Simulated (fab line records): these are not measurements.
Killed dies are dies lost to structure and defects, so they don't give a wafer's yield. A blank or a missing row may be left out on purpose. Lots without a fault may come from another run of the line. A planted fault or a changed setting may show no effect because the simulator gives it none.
A lot that was struck, set against a sound lot :: flow sky130 :: 33 out of 708 route steps
Sound: wafers L812.1, L812.2, L812.6. Struck: wafer L798.4. (L798.5, L798.6 of the same lot were not struck and are left out.) The cause comes at the end.
At each step with rows: each side's tool, then ch and its chambers, then its first start. Under that, the readings that differ: sound wafers :: struck wafers :: difference of the means :: sigmas: that difference in standard deviations of wafers without a fault.
alike: readings whose means differ by less than 2 such deviations, and words and numbers that are the same on both sides. not compared: withheld readings, readings that some wafer has no value for, bounds like >300 that may hide the same value, and numbers for which the record gives no deviation and whose values overlap.
The two part at a step that has a row with sigmas, a row that says differs or no value, or rows on one side only. When numbers do not overlap yet have no deviation, they are printed without sigmas and do not part them. A reading missing from all wafers of one side parts the sides only when that side holds two or more wafers.

first, 4 steps without rows for these wafers: SKY_LOCAL_INTERCONNECT_SOFTBAKE_07 (time 90 s); SKY_LOCAL_INTERCONNECT_EXPOSE_08 (exposes mask LI1M, target cd 170 nm); SKY_LOCAL_INTERCONNECT_PEB_09; SKY_LOCAL_INTERCONNECT_DEVELOP_10 (develop time 60 s).
SKY_LOCAL_INTERCONNECT_CD_MEAS_11: target cd 170 nm.
  sound: cd_sem-01 at day 37 01:06; struck: cd_sem-02 at day 32 11:01
  alike: cd_nm
SKY_LOCAL_INTERCONNECT_OVL_MEAS_12:
  sound: overlay-02 at day 37 01:13; struck: overlay-02 at day 32 11:05
reading: LOCAL_INTERCONNECT_OVL (nm)
sound: -5 8 12
struck: -8
difference: -13
sigmas: -2
SKY_LOCAL_INTERCONNECT_ETCH_13: etches BARC in N2/H2, stops on SiO2, time 45.9 s, target depth 60 nm.
  sound on rie_metal-01 ch 1, day 37 01:15; struck on rie_metal-02 ch 1, day 32 11:08
reading: drypump_motor_current_A (A)
sound: 5.1 5.1 5.1
struck: 6.3
difference: +1.2
sigmas: +3

reading: oes_product_au (a.u.)
sound: 0.850 0.847 0.854
struck: 0.861
difference: +0.011
sigmas: +2
  alike: throttle_valve_pct
  not compared: rf_hours_counter_h
then, 1 step without rows for these wafers: SKY_LOCAL_INTERCONNECT_METAL_ETCH_14 (etches TiN in Cl2/BCl3, stops on PSG, target depth 110 nm, time 31.4 s).
SKY_LOCAL_INTERCONNECT_STRIP_15: strips in O2/N2.
  sound on plasma_asher-02 ch 0,1, day 37 01:29; struck on plasma_asher-02 ch 0, day 32 11:15
  alike: drypump_motor_current_A, oes_product_au, strip_time_to_endpoint_s
  not compared: rf_hours_counter_h
then, 3 steps without rows for these wafers: SKY_LOCAL_INTERCONNECT_STRIP_16 (strips in post etch residue remover, time 1200 s); SKY_LOCAL_INTERCONNECT_CLEAN_17 (cleans in IPA, time 180 s); SKY_LOCAL_INTERCONNECT_CLEAN_18 (cleans in O3/DIW).
SKY_CONTACT_CVD_00: deposits Si3N4, target thk 75 nm.
  sound on pecvd-04 ch 0,1, day 37 02:07; struck on pecvd-04 ch 2, day 32 12:19
reading: model.Si3N4_of_CONTACT_CVD_00.thk_nm (nm)
sound: 76 73.12 75.54
struck: 85.37
difference: +10.48
sigmas: 
  alike: heater_power_outer_w, heater_power_w
SKY_CONTACT_THK_MEAS_01:
  sound: film_metro-02 at day 37 02:10; struck: film_metro-03 at day 32 12:22
reading: CONTACT_CVD_00_THK (nm)
sound: 76.0 73.2 75.5
struck: 85.4
difference: +10.5
sigmas: +10
then, 1 step without rows for these wafers: SKY_CONTACT_HDPCVD_02 (deposits SiO2, target thk 565 nm, time 94.2 s).
SKY_CONTACT_THK_MEAS_03:
  sound: film_metro-03 at day 37 02:18; struck: film_metro-01 at day 32 12:29
  alike: CONTACT_HDPCVD_THK
SKY_CONTACT_CMP_04: polishes SiO2.
  sound on cmp-02 ch 0,1,3, day 37 02:28; struck on cmp-01 ch 2, day 32 12:37
  alike: motor_current_A
SKY_CONTACT_BOW_MEAS_05:
  sound: film_metro-02 at day 37 02:40; struck: film_metro-02 at day 32 12:53
  alike: CONTACT_BOW
then, 8 steps without rows for these wafers: SKY_CONTACT_DEHYDRATE_06 (time 60 s); SKY_CONTACT_HMDS_07 (prime time 60 s); SKY_CONTACT_COAT_08 (resist thk 60 nm); SKY_CONTACT_COAT_09 (resist thk 450 nm); SKY_CONTACT_SOFTBAKE_10 (time 90 s); SKY_CONTACT_EXPOSE_11 (exposes mask CTM1, target cd 170 nm); SKY_CONTACT_PEB_12; SKY_CONTACT_DEVELOP_13 (develop time 60 s).
SKY_CONTACT_CD_MEAS_14: target cd 170 nm.
  sound: cd_sem-02 at day 38 04:28; struck: cd_sem-02 at day 33 14:46
reading: cd_nm (nm)
sound: 171.7 172.0 171.2
struck: 167.8
difference: -3.8
sigmas: -2
SKY_CONTACT_OVL_MEAS_15:
  sound: overlay-02 at day 38 04:35; struck: overlay-01 at day 33 14:50
  alike: CONTACT_OVL
SKY_CONTACT_ETCH_16: etches BARC in N2/H2, stops on SiO2, time 45.9 s, target depth 60 nm.
  sound on rie_diel-03 ch 0,2,3, day 38 04:38; struck on rie_diel-03 ch 2, day 33 14:51
  alike: drypump_motor_current_A, oes_product_au, throttle_valve_pct
  not compared: rf_hours_counter_h
SKY_CONTACT_ETCH_17: etches SiO2 in C4F8/O2/Ar, stops on Si3N4, target depth 340 nm.
  sound on rie_diel-03 ch 0,2,3, day 38 04:40; struck on rie_diel-03 ch 2, day 33 14:54
  alike: oes_product_au
SKY_CONTACT_ETCH_18: etches Si3N4 in CHF3/O2, stops on TiN, time 39 s, target depth 75 nm.
  sound: rie_diel-03 ch 0,2,3; struck: rie_diel-03 ch 2
reading: oes_product_au (a.u.)
sound: 0.863 0.849 0.867
struck: 0.923
difference: +0.063
sigmas: +8

reading: throttle_valve_pct (%)
sound: 8.787 8.797 8.793
struck: 8.814
difference: +0.022
sigmas: +2

reading: model.etch.depth_nm (nm)
sound: 76 73.12 75.54
struck: 85.37
difference: +10.48
sigmas: 
  alike: drypump_motor_current_A
  not compared: rf_hours_counter_h
then, 1 step without rows for these wafers: SKY_CONTACT_STRIP_19 (strips in O2/N2).
-- the record jumps here: 14 days lie between the struck wafers' starts before and after (it left off in module CONTACT and takes up again in module PAD_OPEN, whose first step shown is number 708 of the route) --
SKY_PAD_OPEN_PROBE_99:
  the record has rows for the struck wafers here (prober-01, day 47 11:46) and none for the sound ones

== WHERE THEY PART ==
At SKY_LOCAL_INTERCONNECT_OVL_MEAS_12 first; at SKY_PAD_OPEN_PROBE_99 last (within this record only).

WHY: what had been put in by the simulator
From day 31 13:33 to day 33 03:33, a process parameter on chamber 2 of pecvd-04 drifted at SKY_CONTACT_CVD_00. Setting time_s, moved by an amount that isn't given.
